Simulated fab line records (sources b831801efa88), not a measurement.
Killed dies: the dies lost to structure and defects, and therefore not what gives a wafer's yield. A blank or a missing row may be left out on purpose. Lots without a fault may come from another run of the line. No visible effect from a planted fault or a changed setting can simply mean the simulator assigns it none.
Which tool is to blame? || flow gf180mcu || 13 lots, 39 wafers sampled, at 2 steps of a route of 602

## WHAT THE GAUGES SHOWED, per wafer
GF_V2_THK_MEAS_01.
{"lot": "L343", "measured": "day 19 00:30", "on": "filmMetro-03", "V2_CVD_00_THK (nm)": "617 612 621"}
{"lot": "L344", "measured": "day 19 08:13", "on": "filmMetro-03", "V2_CVD_00_THK (nm)": "607 614 612"}
{"lot": "L345", "measured": "day 19 17:21", "on": "filmMetro-02", "V2_CVD_00_THK (nm)": "605 610 607"}
{"lot": "L346", "measured": "day 20 13:31", "on": "filmMetro-04", "V2_CVD_00_THK (nm)": "612 600 620"}
{"lot": "L347", "measured": "day 20 21:20", "on": "filmMetro-03", "V2_CVD_00_THK (nm)": "614 609 608"}
{"lot": "L348", "measured": "day 21 07:38", "on": "filmMetro-03", "V2_CVD_00_THK (nm)": "607 618 614"}
{"lot": "L349", "measured": "day 21 14:08", "on": "filmMetro-03", "V2_CVD_00_THK (nm)": "597 609 612"}
{"lot": "L350", "measured": "day 21 15:23", "on": "filmMetro-04", "V2_CVD_00_THK (nm)": "618 610 617"}
{"lot": "L360", "measured": "day 25 13:22", "on": "filmMetro-02", "V2_CVD_00_THK (nm)": "616 625 624"}
{"lot": "L362", "measured": "day 26 01:32", "on": "filmMetro-02", "V2_CVD_00_THK (nm)": "610 606 603"}
{"lot": "L363", "measured": "day 26 09:23", "on": "filmMetro-04", "V2_CVD_00_THK (nm)": "616 616 618"}
{"lot": "L364", "measured": "day 26 16:14", "on": "filmMetro-04", "V2_CVD_00_THK (nm)": "610 614 608"}
{"lot": "L366", "measured": "day 27 03:59", "on": "filmMetro-03", "V2_CVD_00_THK (nm)": "619 620 619"}

## WHICH TOOL RAN EACH LOT (tool, then ch and the chambers of the sampled wafers, then the start)
{"lot": "L343", "GF_M2_SPUTTER_04": "pvdSputter-01, day 17 23:51"}
{"lot": "L344", "GF_M2_SPUTTER_04": "pvdSputter-03, day 18 07:37"}
{"lot": "L345", "GF_M2_SPUTTER_04": "pvdSputter-03, day 18 15:28"}
{"lot": "L346", "GF_M2_SPUTTER_04": "pvdSputter-03, day 19 12:35"}
{"lot": "L347", "GF_M2_SPUTTER_04": "pvdSputter-01, day 19 20:10"}
{"lot": "L348", "GF_M2_SPUTTER_04": "pvdSputter-03, day 20 06:55"}
{"lot": "L349", "GF_M2_SPUTTER_04": "pvdSputter-02, day 20 13:01"}
{"lot": "L350", "GF_M2_SPUTTER_04": "pvdSputter-01, day 20 15:10"}
{"lot": "L360", "GF_M2_SPUTTER_04": "pvdSputter-01, day 24 15:23"}
{"lot": "L362", "GF_M2_SPUTTER_04": "pvdSputter-02, day 25 03:16"}
{"lot": "L363", "GF_M2_SPUTTER_04": "pvdSputter-01, day 25 12:03"}
{"lot": "L364", "GF_M2_SPUTTER_04": "pvdSputter-03, day 25 18:22"}
{"lot": "L366", "GF_M2_SPUTTER_04": "pvdSputter-02, day 26 06:47"}
- GF_M2_SPUTTER_04: material TiN, target thk 50 nm, time 41.7 s.

## AS READ BY THE TOOLS THEMSELVES (means over the sampled wafers that have a number; for cases with no such wafer, the mark the record gives instead)
GF_M2_SPUTTER_04.
{"lot": "L343", "tool": "pvdSputter-01", "throttleValvePct (%)": 31.1}
{"lot": "L344", "tool": "pvdSputter-03", "throttleValvePct (%)": 30.4}
{"lot": "L345", "tool": "pvdSputter-03", "throttleValvePct (%)": 30.7}
{"lot": "L346", "tool": "pvdSputter-03", "throttleValvePct (%)": 30.4}
{"lot": "L347", "tool": "pvdSputter-01", "throttleValvePct (%)": 31.0}
{"lot": "L348", "tool": "pvdSputter-03", "throttleValvePct (%)": 30.3}
{"lot": "L349", "tool": "pvdSputter-02", "throttleValvePct (%)": 30.1}
{"lot": "L350", "tool": "pvdSputter-01", "throttleValvePct (%)": 30.8}
{"lot": "L360", "tool": "pvdSputter-01", "throttleValvePct (%)": 31.2}
{"lot": "L362", "tool": "pvdSputter-02", "throttleValvePct (%)": 30.0}
{"lot": "L363", "tool": "pvdSputter-01", "throttleValvePct (%)": 30.1}
{"lot": "L364", "tool": "pvdSputter-03", "throttleValvePct (%)": 30.2}
{"lot": "L366", "tool": "pvdSputter-02", "throttleValvePct (%)": 30.1}

## THE ANSWER, worked out from the rows above alone
Rule: what is usual is taken from the lots themselves. The widest of any qualifying gaps counts: lots, ordered by their means at a reading, are off when they make up no more than a third of the lots, leave a main group of 4 or more, and stand apart from it by 3 or more times the standard deviation of that group's means. If all means in a main group match to the digits the tables above print for the reading, that group is not used. Also off: a lot with no number at a reading for which 4 or more lots have one. Any other lot the step has rows for is counted as sound. First the gauges in route order, then the tools' own readings, where a lot's mean is used as printed above. The first step at which some lot is off is used, and at that step the reading that is off furthest; a lot without a number counts as furthest.
Nothing can be told from this: no lot is off at any reading shown.

## WHAT THE SIMULATOR HAD INSERTED
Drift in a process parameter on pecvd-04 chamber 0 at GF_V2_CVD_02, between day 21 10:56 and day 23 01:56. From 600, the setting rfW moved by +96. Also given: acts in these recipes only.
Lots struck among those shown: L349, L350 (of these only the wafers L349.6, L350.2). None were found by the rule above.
